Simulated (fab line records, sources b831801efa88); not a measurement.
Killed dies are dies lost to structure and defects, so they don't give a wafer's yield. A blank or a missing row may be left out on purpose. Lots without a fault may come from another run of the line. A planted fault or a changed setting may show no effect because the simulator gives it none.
A struck lot beside a sound one | flow sky130 | 19 steps out of a route of 708
Sound: wafers L228.1, L228.4, L228.5. Struck: wafers L244.2, L244.4, L244.5. The cause comes at the end.
At each step with rows: each side's tool, then ch and its chambers, then its first start. Under that, the readings that differ: sound wafers | struck wafers | difference of the means | sigmas: that difference in standard deviations of wafers without a fault.
alike: readings whose means differ by less than 2 such deviations, and words and numbers that are the same on both sides. not compared: withheld readings, readings that some wafer has no value for, bounds like >300 that may hide the same value, and numbers for which the record gives no deviation and whose values overlap.
The two part at a step that has a row with sigmas, a row that says differs or no value, or rows on one side only. Numbers that don't overlap but have no deviation are shown without sigmas and don't part them. A reading that every wafer of one side lacks parts them only if that side has two wafers or more.

first, 2 steps without rows for these wafers: SKY_VT_ADJUST_LVTN_PEB_16; SKY_VT_ADJUST_LVTN_DEVELOP_17 (develop time 60 s).
SKY_VT_ADJUST_LVTN_OVL_MEAS_18:
  sound on overlay-01, day 8 00:45; struck on overlay-01, day 12 19:10
  alike: VT_ADJUST_LVTN_01_OVL
then, 1 step without rows for these wafers: SKY_VT_ADJUST_LVTN_IMPLANT_19.
SKY_VT_ADJUST_LVTN_STRIP_20: strips in O2/N2.
  sound on plasma_asher-02 ch 0,1, day 8 00:56; struck on plasma_asher-04 ch 0,1, day 12 19:21
  alike: drypump_motor_current_A, oes_product_au, strip_time_to_endpoint_s
  not compared: rf_hours_counter_h
SKY_VT_ADJUST_LVTN_TW_MEAS_21:
  sound on film_metro-01, day 8 01:02; struck on film_metro-03, day 12 19:28
  alike: VT_ADJUST_LVTN_2_TW
then, 6 steps without rows for these wafers: SKY_VT_ADJUST_NCORE_DEHYDRATE_00 (time 60 s); SKY_VT_ADJUST_NCORE_HMDS_01 (prime time 60 s); SKY_VT_ADJUST_NCORE_COAT_02 (resist thk 1140 nm); SKY_VT_ADJUST_NCORE_SOFTBAKE_03 (time 60 s); SKY_VT_ADJUST_NCORE_EXPOSE_04 (exposes mask LVTN COMPLEMENT THIN, target cd 380 nm); SKY_VT_ADJUST_NCORE_PEB_05.
SKY_VT_ADJUST_NCORE_DEVELOP_06: develop time 60 s.
  sound on litho_track-03 ch 0, day 8 21:46; struck on litho_track-04 ch 0, day 13 20:25
SKY_VT_ADJUST_NCORE_OVL_MEAS_08:
  sound on overlay-01, day 8 22:02; struck on overlay-02, day 13 20:40
  alike: VT_ADJUST_NCORE_OVL
then, 1 step without rows for these wafers: SKY_VT_ADJUST_NCORE_IMPLANT_09.
SKY_VT_ADJUST_NCORE_STRIP_10: strips in O2/N2.
  sound on plasma_asher-03 ch 0, day 8 22:13; struck on plasma_asher-04 ch 0,1, day 13 20:50
  alike: drypump_motor_current_A, oes_product_au, strip_time_to_endpoint_s
  not compared: rf_hours_counter_h
SKY_VT_ADJUST_NCORE_TW_MEAS_11:
  sound on film_metro-01, day 8 22:19; struck on film_metro-01, day 13 20:57
  reading            | sound             | struck         | difference | sigmas
  VT_ADJUST_NCORE_TW | 219.3 218.9 218.4 | 30.1 30.2 30.2 | -188.7     | -99 or more
then, 1 step without rows for these wafers: SKY_VT_ADJUST_HVTR_DEHYDRATE_00 (time 60 s).
-- the record jumps here: 36 days lie between the struck wafers' starts before and after (it left off in module VT_ADJUST_HVTR and takes up again in module PAD_OPEN, whose first step shown is number 708 of the route) --
SKY_PAD_OPEN_PROBE_99:
  sound on prober-02, day 46 00:44; struck on prober-02, day 49 21:49
  reading                                    | sound                         | struck                        | difference | sigmas
  killed_at_front_end                        | 18 24 23                      | 417 431 412                   | +398       | +99 or more
  killed_dies                                | 81 103 95                     | 492 492 492                   | +399       | +43
  killed_on_rim                              | 12 18 18                      | 96 96 96                      | +80        | +20
  model.etest.pfet_16v.r_on_ohm_um           | 1.504e+04 1.483e+04 1.499e+04 | 1.708e+04 1.754e+04 1.739e+04 | +2.383e+03 |
  model.etest.nfet_16v.r_on_ohm_um           | 1.351e+04 1.34e+04 1.354e+04  | 1.06e+04 1.072e+04 1.067e+04  | -2.82e+03  |
  model.etest.pfet_g5v0d10v5.r_on_ohm_um     | 4547 4543 4520                | 5720 5666 5801                | +1192      |
  model.etest.tip_p.rs_ohm_sq                | 6860 6882 6904                | 7525 7512 7577                | +656       |
  model.etest.pfet_01v8.r_on_ohm_um          | 2930 2953 3022                | 3363 3295 3388                | +380       |
  model.etest.res_pwell_under_gate.rs_ohm_sq | 2276 2278 2282                | 2600 2596 2578                | +313       |
  model.etest.nfet_g5v0d10v5.r_on_ohm_um     | 1779 1769 1795                | 1517 1532 1540                | -251       |
  model.etest.tip_p_5v.rs_ohm_sq             | 2907 2880 2886                | 3016 3053 3024                | +140       |
  alike: killed_at_M0_to_M3, killed_at_M4_up, killed_at_contacts, killed_at_other, killed_open, killed_short

WHERE THEY PART
First at SKY_VT_ADJUST_NCORE_TW_MEAS_11; last, within this record, at SKY_PAD_OPEN_PROBE_99.

WHY: what the simulator had put in
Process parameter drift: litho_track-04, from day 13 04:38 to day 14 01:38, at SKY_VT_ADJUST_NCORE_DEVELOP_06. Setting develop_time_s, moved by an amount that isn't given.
